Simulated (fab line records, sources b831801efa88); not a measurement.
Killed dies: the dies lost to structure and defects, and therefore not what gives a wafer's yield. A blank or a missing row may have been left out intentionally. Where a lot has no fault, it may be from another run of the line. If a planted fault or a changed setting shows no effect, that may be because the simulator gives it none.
Which of the tools did it? :: flow gf180mcu :: 14 lots with 41 wafers sampled at 6 steps, on a route of 602 steps

WHAT THE GAUGES READ, wafer by wafer
GF_LVPWELL_TW_MEAS_11.
lot: L725
measured: day 4 01:24
on: filmMetro-03
LVPWELL_TW: 556 557 555

lot: L726
measured: day 4 08:26
on: filmMetro-03
LVPWELL_TW: 557 558 560

lot: L727
measured: day 4 15:11
on: filmMetro-01
LVPWELL_TW: 553 554 556

lot: L728
measured: day 4 18:56
on: filmMetro-01
LVPWELL_TW: 554 554 555

lot: L729
measured: day 4 20:51
on: filmMetro-01
LVPWELL_TW: 556 558 553

lot: L730
measured: day 4 23:13
on: filmMetro-04
LVPWELL_TW: 564 565 560

lot: L731
measured: day 5 08:02
on: filmMetro-04
LVPWELL_TW: 565 565 565

lot: L732
measured: day 5 17:08
on: filmMetro-04
LVPWELL_TW: 563 568

lot: L733
measured: day 5 20:59
on: filmMetro-03
LVPWELL_TW: 554 554 554

lot: L734
measured: day 5 23:47
on: filmMetro-01
LVPWELL_TW: 555 554 557

lot: L735
measured: day 6 04:26
on: filmMetro-03
LVPWELL_TW: 558 558 555

lot: L736
measured: day 6 10:29
on: filmMetro-04
LVPWELL_TW: 570 569 568

lot: L743
measured: day 8 03:23
on: filmMetro-03
LVPWELL_TW: 1284 1280 1289

lot: L744
measured: day 8 08:17
on: filmMetro-01
LVPWELL_TW: 1303 1293 1300

GF_VT_IMPLANT_OVL_MEAS_40.
lot: L725
measured: day 7 16:36
on: overlay-01
VT_IMPLANT_03_OVL (nm): -0.7 1.1 -2.0

lot: L726
measured: day 8 01:13
on: overlay-01
VT_IMPLANT_03_OVL (nm): 0.7 -1.4 -1.2

lot: L727
measured: day 8 09:59
on: overlay-01
VT_IMPLANT_03_OVL (nm): 0.5 -2.9 -1.4

lot: L728
measured: day 8 13:12
on: overlay-01
VT_IMPLANT_03_OVL (nm): 1.1 -1.7 0.6

lot: L729
measured: day 8 17:24
on: overlay-02
VT_IMPLANT_03_OVL (nm): 0.2 -0.2 0.4

lot: L730
measured: day 8 17:59
on: overlay-01
VT_IMPLANT_03_OVL (nm): -3.0 -3.7 -3.2

lot: L731
measured: day 9 06:49
on: overlay-02
VT_IMPLANT_03_OVL (nm): -1.0 1.7 1.8

lot: L732
measured: day 9 17:00
on: overlay-01
VT_IMPLANT_03_OVL (nm): -1.0 -2.6

lot: L733
measured: day 9 21:19
on: overlay-02
VT_IMPLANT_03_OVL (nm): -0.7 -0.9 -2.6

lot: L734
measured: day 10 01:28
on: overlay-02
VT_IMPLANT_03_OVL (nm): 2.2 2.7 0.3

lot: L735
measured: day 10 08:20
on: overlay-01
VT_IMPLANT_03_OVL (nm): 1.2 0.9 2.7

lot: L736
measured: day 10 14:25
on: overlay-01
VT_IMPLANT_03_OVL (nm): -4.5 -6.1 -4.7

lot: L743
measured: day 12 15:38
on: overlay-01
VT_IMPLANT_03_OVL (nm): -3.2 0.0 -2.5

lot: L744
measured: day 12 20:23
on: overlay-01
VT_IMPLANT_03_OVL (nm): -0.2 -0.6 0.1

GF_VT_IMPLANT_RS_MEAS_48: a four-point-probe measurement.
lot: L725
measured: day 7 17:21
on: filmMetro-01
LVPWELL_RS (ohm/sq): 1203 1203 1203

lot: L726
measured: day 8 01:56
on: filmMetro-01
LVPWELL_RS (ohm/sq): 1199 1197 1193

lot: L727
measured: day 8 10:44
on: filmMetro-03
LVPWELL_RS (ohm/sq): 1198 1196 1199

lot: L728
measured: day 8 13:57
on: filmMetro-01
LVPWELL_RS (ohm/sq): 1202 1205 1199

lot: L729
measured: day 8 18:09
on: filmMetro-03
LVPWELL_RS (ohm/sq): 1193 1195 1195

lot: L730
measured: day 8 18:45
on: filmMetro-03
LVPWELL_RS (ohm/sq): 1200 1200 1200

lot: L731
measured: day 9 07:37
on: filmMetro-04
LVPWELL_RS (ohm/sq): 1192 1196 1191

lot: L732
measured: day 9 17:44
on: filmMetro-03
LVPWELL_RS (ohm/sq): 1201 1198

lot: L733
measured: day 9 22:03
on: filmMetro-03
LVPWELL_RS (ohm/sq): 1199 1196 1200

lot: L734
measured: day 10 02:11
on: filmMetro-03
LVPWELL_RS (ohm/sq): 1193 1192 1196

lot: L735
measured: day 10 09:05
on: filmMetro-03
LVPWELL_RS (ohm/sq): 1193 1194 1193

lot: L736
measured: day 10 15:08
on: filmMetro-03
LVPWELL_RS (ohm/sq): 1197 1196 1193

lot: L743
measured: day 12 16:23
on: filmMetro-01
LVPWELL_RS (ohm/sq): - - -

lot: L744
measured: day 12 21:08
on: filmMetro-01
LVPWELL_RS (ohm/sq): - - -

GF_HV_LDD_CD_MEAS_19 targets a cd of 400 nm.
lot: L725
measured: day 10 22:37
on: cdSem-02
cdNm (nm): 397.0 395.8 399.6

lot: L726
measured: day 11 07:00
on: cdSem-02
cdNm (nm): 398.4 399.8 400.8

lot: L727
measured: day 11 18:24
on: cdSem-01
cdNm (nm): 399.5 398.5 396.8

lot: L728
measured: day 11 21:13
on: cdSem-01
cdNm (nm): 399.9 400.5 401.1

lot: L729
measured: day 12 03:37
on: cdSem-01
cdNm (nm): 400.4 399.6 397.0

lot: L730
measured: day 12 04:13
on: cdSem-02
cdNm (nm): 405.7 405.6 405.0

lot: L731
measured: day 12 17:38
on: cdSem-01
cdNm (nm): 398.1 401.5 399.5

lot: L732
measured: day 13 05:21
on: cdSem-01
cdNm (nm): 396.6 395.4

lot: L733
measured: day 13 08:36
on: cdSem-01
cdNm (nm): 398.4 400.0 399.9

lot: L734
measured: day 13 12:27
on: cdSem-01
cdNm (nm): 396.2 396.5 396.0

lot: L735
measured: day 13 21:39
on: cdSem-02
cdNm (nm): 399.2 401.3 400.8

lot: L736
measured: day 14 02:54
on: cdSem-01
cdNm (nm): 399.0 396.2 396.6

lot: L743
measured: day 16 14:58
on: cdSem-02
cdNm (nm): 400.6 403.0 399.7

lot: L744
measured: day 16 18:12
on: cdSem-02
cdNm (nm): 398.9 399.7 399.0

GF_NSD_TW_MEAS_12.
lot: L725
measured: day 13 13:16
on: filmMetro-02
NSD_TW: 4091 4108 4103

lot: L726
measured: day 13 22:15
on: filmMetro-02
NSD_TW: 4115 4147 4138

lot: L727
measured: day 14 10:31
on: filmMetro-02
NSD_TW: 4171 4174 4170

lot: L728
measured: day 14 12:58
on: filmMetro-02
NSD_TW: 4163 4157 4154

lot: L729
measured: day 14 21:40
on: filmMetro-02
NSD_TW: 4191 4162 4180

lot: L730
measured: day 14 22:59
on: filmMetro-04
NSD_TW: 4314 4303 4311

lot: L731
measured: day 15 11:23
on: filmMetro-04
NSD_TW: 4263 4300 4282

lot: L732
measured: day 16 01:16
on: filmMetro-02
NSD_TW: 4130 4155

lot: L733
measured: day 16 04:08
on: filmMetro-01
NSD_TW: 4209 4219 4225

lot: L734
measured: day 16 08:13
on: filmMetro-02
NSD_TW: 4133 4154 4146

lot: L735
measured: day 16 18:28
on: filmMetro-02
NSD_TW: 4127 4125 4128

lot: L736
measured: day 16 23:28
on: filmMetro-04
NSD_TW: 4319 4336 4306

lot: L743
measured: day 19 18:38
on: filmMetro-02
NSD_TW: 4115 4139 4129

lot: L744
measured: day 19 21:25
on: filmMetro-02
NSD_TW: 4128 4103 4113

EACH LOT AND THE TOOL THAT RAN IT (in order: tool; ch and the chambers of the sampled wafers; start)
lot: L725
GF_LVPWELL_IMPLANT_08: implanter-04 ch 0, day 4 01:01

lot: L726
GF_LVPWELL_IMPLANT_08: implanter-01 ch 0, day 4 08:02

lot: L727
GF_LVPWELL_IMPLANT_08: implanter-01 ch 0, day 4 14:47

lot: L728
GF_LVPWELL_IMPLANT_08: implanter-01 ch 0, day 4 18:33

lot: L729
GF_LVPWELL_IMPLANT_08: implanter-03 ch 0, day 4 20:28

lot: L730
GF_LVPWELL_IMPLANT_08: implanter-03 ch 0, day 4 22:51

lot: L731
GF_LVPWELL_IMPLANT_08: implanter-03 ch 0, day 5 07:39

lot: L732
GF_LVPWELL_IMPLANT_08: implanter-01 ch 0, day 5 16:44

lot: L733
GF_LVPWELL_IMPLANT_08: implanter-03 ch 0, day 5 20:35

lot: L734
GF_LVPWELL_IMPLANT_08: implanter-03 ch 0, day 5 23:23

lot: L735
GF_LVPWELL_IMPLANT_08: implanter-04 ch 0, day 6 04:02

lot: L736
GF_LVPWELL_IMPLANT_08: implanter-01 ch 0, day 6 10:05

lot: L743
GF_LVPWELL_IMPLANT_08: implanter-03 ch 0, day 8 02:59

lot: L744
GF_LVPWELL_IMPLANT_08: implanter-01 ch 0, day 8 07:53
- GF_LVPWELL_IMPLANT_08

AS READ BY THE TOOLS THEMSELVES (means over the sampled wafers that have a number; for cases with no such wafer, the mark the record gives instead)
GF_LVPWELL_IMPLANT_08.
lot: L725
tool: implanter-04
doseIonsCm2: 1.4989e+13

lot: L726
tool: implanter-01
doseIonsCm2: 1.4972e+13

lot: L727
tool: implanter-01
doseIonsCm2: 1.5002e+13

lot: L728
tool: implanter-01
doseIonsCm2: 1.4995e+13

lot: L729
tool: implanter-03
doseIonsCm2: 1.5019e+13

lot: L730
tool: implanter-03
doseIonsCm2: 1.5010e+13

lot: L731
tool: implanter-03
doseIonsCm2: 1.5002e+13

lot: L732
tool: implanter-01
doseIonsCm2: 1.5008e+13

lot: L733
tool: implanter-03
doseIonsCm2: 1.5014e+13

lot: L734
tool: implanter-03
doseIonsCm2: 1.5010e+13

lot: L735
tool: implanter-04
doseIonsCm2: 1.4996e+13

lot: L736
tool: implanter-01
doseIonsCm2: 1.5000e+13

lot: L743
tool: implanter-03
doseIonsCm2: 1.5012e+13

lot: L744
tool: implanter-01
doseIonsCm2: 1.5000e+13

THE ANSWER, worked out from the rows above alone
Rule: the usual values come from the lots themselves. The widest of any qualifying gaps counts: lots, ordered by their means at a reading, are off when they make up no more than a third of the lots, leave a main group of 4 or more, and stand apart from it by 3 or more times the standard deviation of that group's means. A main group whose means are all the same, to the digits that the tables above print for the reading, isn't used. Also off: a lot with no number at a reading for which 4 or more lots have one. All remaining lots with rows at the step are treated as sound. The gauges are gone through in route order, then the tools' own readings, and for those a lot's mean is taken as printed above. The first step at which some lot is off is used, and at that step the reading that is off furthest; a lot without a number counts as furthest.
Off: L743, L744, seen at GF_LVPWELL_TW_MEAS_11 (LVPWELL_TW). Mean 559 and standard deviation 5 in the main group.
If a tool, at a process step before that reading, ran all the lots that are off and no sound lot after the first of them, it fits. The gauges at GF_LVPWELL_TW_MEAS_11 are tried like those tools. Not one of the candidates tried fits.

WHAT THE SIMULATOR HAD PUT IN
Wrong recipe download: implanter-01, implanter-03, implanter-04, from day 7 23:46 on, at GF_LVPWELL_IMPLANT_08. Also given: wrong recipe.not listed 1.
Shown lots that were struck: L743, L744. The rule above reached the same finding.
